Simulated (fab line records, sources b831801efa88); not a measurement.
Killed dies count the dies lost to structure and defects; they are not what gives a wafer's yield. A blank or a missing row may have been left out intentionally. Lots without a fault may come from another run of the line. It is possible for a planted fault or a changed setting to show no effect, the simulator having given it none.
Which tool did it?	flow sky130	11 lots, 33 wafers sampled, at 2 steps of a route of 708

## WHAT THE GAUGES SHOWED, per wafer
SKY_NWELL_TW_MEAS_15.
lot	measured	on	NWELL_TW
L379	day 4 13:29	film metro-02	1817 1799 1803
L380	day 4 18:29	film metro-02	1803 1802 1796
L381	day 5 00:36	film metro-04	1804 1799 1805
L382	day 5 05:04	film metro-04	1805 1798 1810
L386	day 6 07:38	film metro-01	1825 1822 1828
L392	day 8 02:16	film metro-02	1548 1559 1559 1552 1566 1555
L395	day 9 08:10	film metro-01	1559 1559 1553 1555 1563 1564
L396	day 9 08:11	film metro-04	1810 1809 1812
L398	day 9 17:31	film metro-04	1812 1808 1795
L400	day 10 03:55	film metro-02	1808 1797 1797
L402	day 10 19:37	film metro-01	1821 1828 1826

## TOOL THAT RAN EACH LOT (tool first, then ch and the chambers of the sampled wafers, then the start)
lot	SKY_NWELL_IMPLANT_11
L379	implanter-02 ch 0, day 4 12:57
L380	implanter-04 ch 0, day 4 17:57
L381	implanter-01 ch 0, day 5 00:05
L382	implanter-01 ch 0, day 5 04:31
L386	implanter-01 ch 0, day 6 07:07
L392	implanter-01 ch 0, day 8 01:43
L395	implanter-01 ch 0, day 9 07:37
L396	implanter-04 ch 0, day 9 07:38
L398	implanter-02 ch 0, day 9 16:58
L400	implanter-04 ch 0, day 10 03:22
L402	implanter-02 ch 0, day 10 19:04
- SKY_NWELL_IMPLANT_11

## THE ANSWER, worked out from the rows above alone
Rule: the usual values come from the lots themselves. Put in order of their means at a reading, lots are off if they are a third of the lots or fewer, leave a main group of 4 or more, and stand apart from it by a gap of 3 or more times the standard deviation of the main group's means; of several such gaps the widest counts. A main group is skipped when, at the precision printed for the reading in the tables above, its means are all equal. Also off: a lot with no number at a reading for which 4 or more lots have one. Any other lot the step has rows for is counted as sound.
Off: L392, L395, seen at SKY_NWELL_TW_MEAS_15 (NWELL_TW). The main group: mean 1809, standard deviation 9.1.
A tool fits if, at a process step before that reading, it ran every lot that is off, and no sound lot after the first of them. Those tools and the gauges at SKY_NWELL_TW_MEAS_15 are tried in the same way. One candidate fits, namely implanter-01 at SKY_NWELL_IMPLANT_11. A fault onset in the window from L386 (day 6 07:07, its last sound lot) to L392 (day 8 01:43, its first lot off) fits.

## WHAT THE SIMULATOR PUT IN
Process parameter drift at SKY_NWELL_IMPLANT_11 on implanter-01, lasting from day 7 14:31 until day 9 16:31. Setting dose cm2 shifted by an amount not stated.
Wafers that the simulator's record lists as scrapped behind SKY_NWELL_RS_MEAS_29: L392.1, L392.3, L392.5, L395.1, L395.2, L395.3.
Shown lots that were struck: L392, L395. The same result came from the rule above.
